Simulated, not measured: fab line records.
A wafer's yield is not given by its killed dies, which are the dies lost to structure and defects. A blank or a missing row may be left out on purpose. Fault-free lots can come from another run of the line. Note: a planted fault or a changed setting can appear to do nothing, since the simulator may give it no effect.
fab line records | flow sky130
record lots=13 wafers=39 last-day=50
route steps=708 shown POLY_GATE@231 CAP2M@605 VIA4@642 PASSIVATION@692 PAD_OPEN@708
lots untouched by any fault: they come from a run of this same line in which no faults occurred
start-h: hours from the record's first day to the start of the lot's first wafer shown | wait-h: hours since the lot's step before | " the same as in the row above | L1.1+2: a single row standing in for several wafers | - value missing, or start not given | * or withheld: withheld | < > ~ a bound
route shown NAME@n: NAME is a module with steps in the file, n the number in the route of the first one | usual: mean/standard deviation of fault-free wafers | same: alike in all rows | chamber/n: place in a boat | sites: per-site readings | _std_site: how widely they spread, as a standard deviation | _edge_site: mean of outer sites minus mean of inner sites | radius-mm: for every site, how far away it sits from the centre of the wafer | mask NAME#n: copy n | behind: the tool/chamber that last shaped the wafer | hold: why the lot went on hold/how many hours it stayed there/how the hold came to an end | device: the transistor (n, p or np) that didn't switch | end of line: tests of these same wafers at the route's end | a step given without rows: its recipe and nothing more | killed: count of dies lost to structure and defects at first sort (not the wafer's yield) | map: a wafer's dies, marking killed ones x, the rest . and places with no die _
set.NAME: the setting the step ran with; set.NAME@STEP: the setting that earlier step ran with | model.NAME: the simulator's own value behind a step, which no gauge read
steps of the route over a sample of lots; a table a step, a row a wafer
services: from which hour (start-h, from the record's first day; less than 0 if before it) a tool's chamber was out of use, for how many hours, and why
## steps
# step SKY_POLY_GATE_ETCH_17
# recipe target-depth-nm=180 stop-on=SiO2 over-etch-frac=0.56667 chemistry=HBr/Cl2 target=poly-Si icp-w=400 bias-w=100 pressure-mtorr=10 HBr_flow_sccm=150 Cl2_flow_sccm=50 time-s=70.5
# usual drypump-motor-current-A=5.7/0.49 mfc-cl2-sccm=49.99/0.13 oes-product-au=0.985/0.0063 throttle-valve-pct=33.684/0.0093
# columns lot.wafer tool chamber start-h wait-h drypump-motor-current-A mfc-cl2-sccm oes-product-au rf-hours-counter-h throttle-valve-pct
L562.2 rie-si-02 3 365.17 0.0 5.7 49.85 0.997 75 33.678
L562.3 " 0 " " 5.3 49.98 0.981 72 33.687
L562.5 " 3 " " 5.7 49.99 0.991 - 33.682
L563.2 rie-si-01 0 379.62 0.0 6.5 49.89 0.983 48 33.672
L563.3 " 2 " " 5.1 50.15 0.981 2 33.687
L563.4 " 1 " " 5.9 50.11 0.986 1 33.675
L564.1 rie-si-01 2 384.37 0.0 5.2 49.98 0.981 2 33.656
L564.5 " 0 " " 6.5 49.83 0.985 - 33.696
L564.6 " 3 " " 5.3 49.90 0.987 - 33.676
L566.2 rie-si-01 1 405.71 0.0 5.9 50.03 0.984 1 33.686
L566.3 " 2 " " 5.1 50.04 0.972 2 33.685
L566.4 " 0 " " 6.5 49.99 0.993 48 33.701
L567.1 rie-si-01 0 413.92 0.0 6.5 49.93 0.984 48 33.688
L567.2 " 1 " " 5.9 49.89 0.982 1 33.690
L567.6 " 2 " " 5.1 49.87 0.979 - 33.671
L568.2 rie-si-01 0 419.19 0.0 6.5 49.86 0.973 48 33.686
L568.4 " 3 " " 5.3 49.96 0.982 4 33.720
L568.6 " 3 " " 5.3 50.21 0.980 - 33.679
L569.2 rie-si-01 0 421.46 0.0 6.5 49.97 0.981 48 33.688
L569.3 " 2 " " 5.1 50.12 0.978 3 33.696
L569.4 " 3 " " 5.3 50.01 0.991 4 33.680
L571.3 rie-si-01 1 444.57 0.0 5.8 50.04 0.987 1 33.692
L571.4 " 2 " " 5.1 49.93 0.973 3 33.693
L571.6 " 0 " " 6.5 49.97 0.983 - 33.668
L572.1 rie-si-01 0 458.79 0.0 6.5 50.16 0.981 48 33.659
L572.2 " 3 " " 5.3 49.99 0.986 4 33.677
L572.5 " 0 " " 6.5 50.30 0.983 - 33.677
L574.1 rie-si-01 0 481.17 0.0 6.5 49.94 0.983 48 33.680
L574.2 " 3 " " 5.3 50.17 0.997 4 33.689
L574.6 " 3 " " 5.3 49.90 0.992 - 33.686
L582.1 rie-si-01 0 550.97 0.0 6.5 49.86 0.983 0 33.682
L582.3 " 3 " " 5.3 49.74 0.996 4 33.681
L582.6 " 1 " " 5.9 49.94 0.994 - 33.680
L583.1 rie-si-02 0 581.34 0.0 5.3 50.13 0.990 0 33.694
L583.5 " 3 " " 5.7 50.02 0.982 - 33.686
L583.6 " 0 " " 5.3 50.22 0.986 - 33.671
L584.1 rie-si-01 3 581.69 0.0 5.3 49.91 0.994 4 33.685
L584.4 " 0 " " 6.5 49.96 0.978 - 33.678
L584.5 " 2 " " 5.1 49.71 0.990 - 33.683
# step SKY_CAP2M_SPUTTER_02
# recipe material=TiN target-thk-nm=200 temp-c=300 power-w=6500 time-s=166.7 chamber-pressure-pa=0.4
# usual throttle-valve-pct=30.1/0.92
# columns lot.wafer tool chamber start-h wait-h throttle-valve-pct
L562.2 pvd-sputter-03 - 923.54 0.0 29.9
L562.3 " - " " 30.9
L562.5 " - " " 29.5
L563.2 pvd-sputter-04 - 950.95 0.0 30.2
L563.3 " - " " 31.1
L563.4 " - " " 29.4
L564.1 pvd-sputter-03 - 953.30 0.1 30.8
L564.5 " - " " 30.9
L564.6 " - " " 29.2
L566.2 pvd-sputter-03 - 963.04 0.0 29.1
L566.3 " - " " 29.2
L566.4 " - " " 29.7
L567.1 pvd-sputter-04 - 964.22 0.1 30.3
L567.2 " - " " 28.9
L567.6 " - " " 31.1
L568.2 pvd-sputter-04 - 970.86 0.0 28.9
L568.4 " - " " 31.1
L568.6 " - " " 30.4
L569.2 pvd-sputter-03 - 974.10 0.0 30.9
L569.3 " - " " 28.9
L569.4 " - " " 29.3
L571.3 pvd-sputter-02 - 989.12 0.0 32.2
L571.4 " - " " 31.5
L571.6 " - " " 29.3
L572.1 pvd-sputter-02 - 1003.34 0.1 31.5
L572.2 " - " " 29.1
L572.5 " - " " 31.6
L574.1 pvd-sputter-03 - 1014.50 0.1 29.2
L574.2 " - " " 29.6
L574.6 " - " " 29.7
L582.1 pvd-sputter-03 - 1065.68 0.1 29.4
L582.3 " - " " 30.9
L582.6 " - " " 28.9
L584.1 pvd-sputter-02 - 1089.40 0.1 31.6
L584.4 " - " " 29.2
L584.5 " - " " 32.2
L583.1 pvd-sputter-03 - 1092.35 0.1 29.7
L583.5 " - " " 30.9
L583.6 " - " " 29.2
# step SKY_VIA4_BOW_MEAS_03
# recipe mode=bow
# usual VIA4_BOW=79/8.5
# columns lot.wafer tool chamber start-h wait-h VIA4_BOW[um]
L562.2 film-metro-03 - 974.22 0.2 76
L562.3 " - " " 80
L562.5 " - " " 77
L563.2 film-metro-03 - 999.56 0.1 82
L563.3 " - " " 64
L563.4 " - " " 81
L564.1 film-metro-01 - 1002.72 0.1 76
L564.5 " - " " 72
L564.6 " - " " 89
L566.2 film-metro-01 - 1012.41 0.1 67
L566.3 " - " " 69
L566.4 " - " " 76
L567.1 film-metro-01 - 1013.37 0.2 78
L567.2 " - " " 84
L567.6 " - " " 83
L568.2 film-metro-01 - 1018.64 0.1 80
L568.4 " - " " 88
L568.6 " - " " 72
L569.2 film-metro-03 - 1022.41 0.3 77
L569.3 " - " " 74
L569.4 " - " " 71
L571.3 film-metro-03 - 1036.96 0.3 76
L571.4 " - " " 57
L571.6 " - " " 75
L572.1 film-metro-03 - 1050.19 0.1 82
L572.2 " - " " 92
L572.5 " - " " 81
L574.1 film-metro-02 - 1060.47 0.1 71
L574.2 " - " " 79
L574.6 " - " " 74
L582.1 film-metro-02 - 1110.12 0.2 76
L582.3 " - " " 61
L582.6 " - " " 69
L584.1 film-metro-03 - 1130.52 0.2 80
L584.4 " - " " 72
L584.5 " - " " 99
L583.1 film-metro-01 - 1133.55 0.2 75
L583.5 " - " " 77
L583.6 " - " " 77
# step SKY_PASSIVATION_ETCH_11
# recipe chemistry=CF4/O2 target-depth-nm=725 stop-on=AlCu source-w=800 bias-w=150 pressure-mtorr=150 cf4-flow-sccm=80 O2_flow_sccm=10 time-s=161.1
# usual drypump-motor-current-A=5.7/0.67 oes-product-au=0.978/0.006 throttle-valve-pct=5.966/0.01
# columns lot.wafer tool chamber start-h wait-h drypump-motor-current-A oes-product-au rf-hours-counter-h throttle-valve-pct
L562.2 rie-diel-03 1 1044.78 - 6.2 0.980 9 5.962
L562.3 " 3 " " 5.2 0.973 6 5.958
L562.5 " 3 " " 5.2 0.987 - 5.956
L563.2 rie-diel-04 1 1068.45 - 5.4 0.978 7 5.965
L563.3 " 2 " " 6.8 0.986 - 5.973
L563.4 " 1 " " 5.5 0.981 - 5.951
L564.1 rie-diel-03 3 1073.23 - 5.1 0.978 7 5.971
L564.5 " 2 " " 6.5 0.987 - 5.971
L564.6 " 1 " " 6.3 0.976 - 5.978
L566.2 rie-diel-03 0 1079.73 - 4.7 0.975 14 5.967
L566.3 " 2 " " 6.5 0.981 22 5.951
L566.4 " 3 " " 5.2 0.976 7 5.958
L567.1 rie-diel-02 2 1080.38 - 5.2 0.973 15 5.968
L567.2 " 1 " " 4.9 0.981 6 5.953
L567.6 " 3 " " 5.3 0.988 - 5.969
L568.2 rie-diel-03 1 1084.33 - 6.3 0.973 10 5.976
L568.4 " 0 " " 4.7 0.985 14 5.950
L568.6 " 0 " " 4.7 0.985 - 5.983
L569.2 rie-diel-04 0 1088.78 - 5.8 0.986 12 5.969
L569.3 " 2 " " 6.8 0.972 18 5.977
L569.4 " 3 " " 6.0 0.979 16 5.972
L571.3 rie-diel-03 1 1103.55 - 6.2 0.977 11 5.967
L571.4 " 2 " " 6.5 0.982 22 5.959
L571.6 " 0 " " 4.7 0.979 - 5.969
L572.1 rie-diel-03 3 1114.05 - 5.2 0.968 8 5.962
L572.2 " 0 " " 4.7 0.979 15 5.964
L572.5 " 0 " " 4.7 0.983 - 5.973
L574.1 rie-diel-04 2 1123.98 - 6.9 0.969 20 5.940
L574.2 " 1 " " 5.5 0.980 10 5.962
L574.6 " 1 " " 5.5 0.982 - 5.966
L582.1 rie-diel-03 1 1168.08 - 6.2 0.966 13 5.972
L582.3 " 0 " " 4.7 0.971 17 5.953
L582.6 " 3 " " 5.2 0.986 - 5.968
L584.1 rie-diel-03 1 1186.18 - 6.2 0.977 14 5.969
L584.4 " 2 " " 6.5 0.976 25 5.962
L584.5 " 1 " " 6.2 0.976 - 5.968
L583.1 rie-diel-04 1 1188.16 - 5.5 0.971 12 5.971
L583.5 " 1 " " 5.5 0.971 - 5.956
L583.6 " 2 " " 6.8 0.977 - 5.951
# step SKY_PAD_OPEN_PROBE_99
# usual killed_at_M0_to_M3=43/6.8 killed_at_M4_up=3.2/1.7 killed-at-contacts=24/5.6 killed-at-front-end=15/4.7 killed-at-other=0.3/0.59 killed-dies=86/10 killed-open=47/6.8 killed-short=39/6.4
# same gross-dies=492 killed-at-back-side=0
# columns lot.wafer tool chamber start-h wait-h killed_at_M0_to_M3 killed_at_M4_up killed-at-contacts killed-at-front-end killed-at-other killed-dies killed-open killed-short
L572.1 prober-02 - 1135.69 0.1 39 2 26 79 0 146 43 34
L572.2 prober-02 - 1135.74 0.1 33 4 23 76 0 136 43 29
L572.5 prober-02 - 1135.89 0.2 38 0 29 76 0 143 43 39
L574.1 prober-02 - 1145.31 0.1 34 5 33 80 0 152 41 42
L574.2 prober-02 - 1145.36 0.1 30 3 20 74 0 127 41 21
L574.6 prober-02 - 1145.56 0.2 29 3 15 82 0 129 34 29
# killed by level:class
L572.1 POLY_GATE:unspecified=69 CONTACT:geometric-particle:open=11 LI_CONTACT:geometric-particle:open=9 VIA1:geometric-particle:open=9 METAL1:geometric-particle:short=6 METAL2:geometric-particle:short=6 VIA3:geometric-particle:open=3 VIA3:geometric-particle:short=3
L572.2 POLY_GATE:unspecified=64 VIA1:geometric-particle:open=6 VIA2:geometric-particle:open=6 POLY_GATE:geometric-particle:open=5 VIA3:geometric-particle:open=5 LI_CONTACT:geometric-particle:open=5 CONTACT:geometric-particle:open=5 LI_CONTACT:geometric-particle:short=4
L572.5 POLY_GATE:unspecified=60 LI_CONTACT:geometric-particle:open=11 CONTACT:geometric-particle:open=10 VIA1:geometric-particle:short=8 METAL1:geometric-particle:short=6 VIA2:geometric-particle:open=6 POLY_GATE:geometric-particle:short=5 VIA3:geometric-particle:open=5
L574.1 POLY_GATE:unspecified=69 VIA1:geometric-particle:open=11 CONTACT:geometric-particle:open=10 LOCAL_INTERCONNECT:geometric-particle:short=8 CONTACT:geometric-particle:short=7 VIA3:geometric-particle:open=6 FIELD_ISO:geometric-particle:open=4 FIELD_ISO:geometric-particle:short=4
L574.2 POLY_GATE:unspecified=65 LI_CONTACT:geometric-particle:open=8 VIA3:geometric-particle:open=8 CONTACT:geometric-particle:open=6 VIA1:geometric-particle:open=5 VIA2:geometric-particle:open=4 VIA3:geometric-particle:short=3 LOCAL_INTERCONNECT:geometric-particle:short=3
L574.6 POLY_GATE:unspecified=66 CONTACT:geometric-particle:open=6 FIELD_ISO:geometric-particle:open=5 FIELD_ISO:geometric-particle:short=4 VIA1:geometric-particle:short=4 VIA2:geometric-particle:open=4 VIA3:geometric-particle:open=4 LOCAL_INTERCONNECT:geometric-particle:short=3
## services
# columns tool chamber start-h hours kind
rie-si-01 - 365.97 1.1 repair
rie-diel-03 1 382.63 7.7 repair
rie-diel-03 2 445.80 2.8 repair
rie-si-01 2 513.36 8.1 repair
rie-diel-03 - 524.43 0.6 repair
rie-si-01 3 524.71 7.6 repair
rie-si-01 2 532.75 6.4 repair
rie-diel-03 0 538.39 17.9 repair
rie-si-01 1 561.30 21.3 repair
rie-diel-03 2 564.42 41.7 repair
rie-diel-03 1 573.78 1.7 repair
rie-diel-03 - 577.28 3.7 repair
rie-si-01 - 596.24 4.0 pm
rie-diel-03 0 618.28 11.0 repair
rie-diel-03 - 630.23 0.8 repair
rie-si-01 3 665.97 3.3 repair
rie-si-01 - 680.15 2.8 pm
rie-si-01 - 803.41 14.6 pm
rie-si-01 - 893.69 0.3 repair
rie-si-01 1 977.16 7.8 repair
rie-si-01 3 977.80 7.5 repair
rie-si-01 3 1057.13 10.8 repair
rie-si-01 0 1069.40 8.8 repair
rie-si-01 - 1106.10 0.1 repair
## key
first-sign step=SKY_PAD_OPEN_PROBE_99 reading=killed-at-front-end direction=up sigmas=13 usual=15 struck=78
effect step=SKY_PAD_OPEN_PROBE_99 reading=killed-dies direction=up sigmas=5 usual=86 struck=139
met-at SKY_POLY_GATE_ETCH_17
struck-lots L572,L574
tester-left-out L572,L574
not-acting-at SKY_CAP2M_SPUTTER_02,SKY_VIA4_BOW_MEAS_03,SKY_PASSIVATION_ETCH_11
onset-between 444.57 458.79
fault kind=chamber-particle-source tool=rie-si-01 chamber=- onset-h=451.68 steps=SKY_POLY_GATE_ETCH_17 rate-per-visit-cm2=1.7111 end-h=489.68
# tester-left-out: of these lots the tester's yield and bins aren't shown, on N5 and GAA mostly nor the transistor test; their killed dies are dies lost to structure and defects alone, not to doping, threshold or leakage, so they don't give the yield
